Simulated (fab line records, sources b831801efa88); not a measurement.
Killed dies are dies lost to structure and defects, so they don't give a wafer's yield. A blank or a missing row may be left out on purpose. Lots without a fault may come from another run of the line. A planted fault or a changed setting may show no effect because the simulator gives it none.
A struck lot beside a sound one | flow sky130 | 17 steps out of a route of 708
Sound: wafers L486.1, L486.4, L486.6. Struck: wafer L490.3. (L490.1 of the same lot was not struck and is left out.) The cause comes at the end.
At each step with rows: each side's tool, then ch and its chambers, then its first start. Under that, the readings that differ: sound wafers | struck wafers | difference of the means | sigmas: that difference in standard deviations of wafers without a fault.
alike: readings whose means differ by less than 2 such deviations, and words and numbers that are the same on both sides. not compared: withheld readings, readings that some wafer has no value for, bounds like >300 that may hide the same value, and numbers for which the record gives no deviation and whose values overlap.
The two part at a step that has a row with sigmas, a row that says differs or no value, or rows on one side only. Numbers that don't overlap but have no deviation are shown without sigmas and don't part them. A reading that every wafer of one side lacks parts them only if that side has two wafers or more.

first, 2 steps without rows for these wafers: SKY_CONTACT_PEB_12; SKY_CONTACT_DEVELOP_13 (develop time 60 s).
SKY_CONTACT_CD_MEAS_14: target cd 170 nm.
  sound on cd_sem-01, day 33 02:53; struck on cd_sem-01, day 34 14:23
  alike: cd_nm
SKY_CONTACT_OVL_MEAS_15:
  sound on overlay-01, day 33 03:01; struck on overlay-02, day 34 14:31
  alike: CONTACT_OVL
then, 1 step without rows for these wafers: SKY_CONTACT_ETCH_16 (etches BARC in N2/H2, stops on SiO2, time 45.9 s, target depth 60 nm).
SKY_CONTACT_ETCH_17: etches SiO2 in C4F8/O2/Ar, stops on Si3N4, target depth 340 nm.
  sound on rie_diel-02 ch 2,3, day 33 03:05; struck on rie_diel-03 ch 2, day 34 14:35
  alike: bias_w, oes_product_au
SKY_CONTACT_ETCH_18: etches Si3N4 in CHF3/O2, stops on TiN, time 39 s, target depth 75 nm.
  sound on rie_diel-02 ch 2,3; struck on rie_diel-03 ch 2
  reading    | sound             | struck | difference | sigmas
  bias_w (W) | 199.8 200.0 199.8 | 201.2  | +1.3       | +2
  alike: drypump_motor_current_A, oes_product_au, throttle_valve_pct
  not compared: rf_hours_counter_h
SKY_CONTACT_STRIP_19: strips in O2/N2.
  sound on plasma_asher-01 ch 0,1, day 33 03:11; struck on plasma_asher-01 ch 0, day 34 14:41
  reading               | sound             | struck | difference | sigmas
  oes_product_au (a.u.) | 0.379 0.385 0.383 | 0.371  | -0.011     | -2
  alike: drypump_motor_current_A, strip_time_to_endpoint_s
  not compared: rf_hours_counter_h
then, 3 steps without rows for these wafers: SKY_CONTACT_STRIP_20 (strips in post etch residue remover, time 1200 s); SKY_CONTACT_CLEAN_21 (cleans in IPA, time 180 s); SKY_CONTACT_CLEAN_22 (cleans in O3/DIW).
SKY_CONTACT_SPUTTER_23: material TiN, target thk 20 nm, time 80 s.
  sound on pvd_sputter-02, day 33 03:48; struck on pvd_sputter-04, day 34 15:17
  alike: throttle_valve_pct
SKY_CONTACT_CVD_24: deposits W, target thk 340 nm, time 102.12 s.
  sound on cvd_w-02 ch 0,1, day 33 03:52; struck on cvd_w-02 ch 1, day 34 15:20
  reading                               | sound             | struck | difference | sigmas
  model.W_of_CONTACT_CVD_24.thk_nm (nm) | 341.9 342.9 345.7 | 363.4  | +19.9      |
  alike: chamber_pressure_Torr, heater_power_w
SKY_CONTACT_RS_MEAS_25: measures by four-point-probe.
  sound on film_metro-03, day 33 03:58; struck on film_metro-03, day 34 15:27
  reading               | sound             | struck | difference | sigmas
  CONTACT_W_RS (ohm/sq) | 0.336 0.334 0.333 | 0.316  | -0.018     | -4
SKY_CONTACT_THK_MEAS_26: measures by xrf.
  sound on film_metro-03, day 33 04:05; struck on film_metro-03, day 34 15:34
  reading            | sound       | struck | difference | sigmas
  CONTACT_W_THK (nm) | 336 338 343 | 359    | +20        | +4
SKY_CONTACT_CMP_27: polishes, stops on SiO2, t overpolish 15 s, target thk 0 nm.
  sound on cmp-01 ch 1,2, day 33 04:12; struck on cmp-01 ch 3, day 34 15:38
  alike: head_pressure_psi, motor_current_A
SKY_PAD_OPEN_PROBE_99:
  the record has rows for the sound wafers here (prober-02, day 47 05:07) and none for the struck ones

WHERE THEY PART
First at SKY_CONTACT_ETCH_18; last, within this record, at SKY_PAD_OPEN_PROBE_99.

WHY: what the simulator had put in
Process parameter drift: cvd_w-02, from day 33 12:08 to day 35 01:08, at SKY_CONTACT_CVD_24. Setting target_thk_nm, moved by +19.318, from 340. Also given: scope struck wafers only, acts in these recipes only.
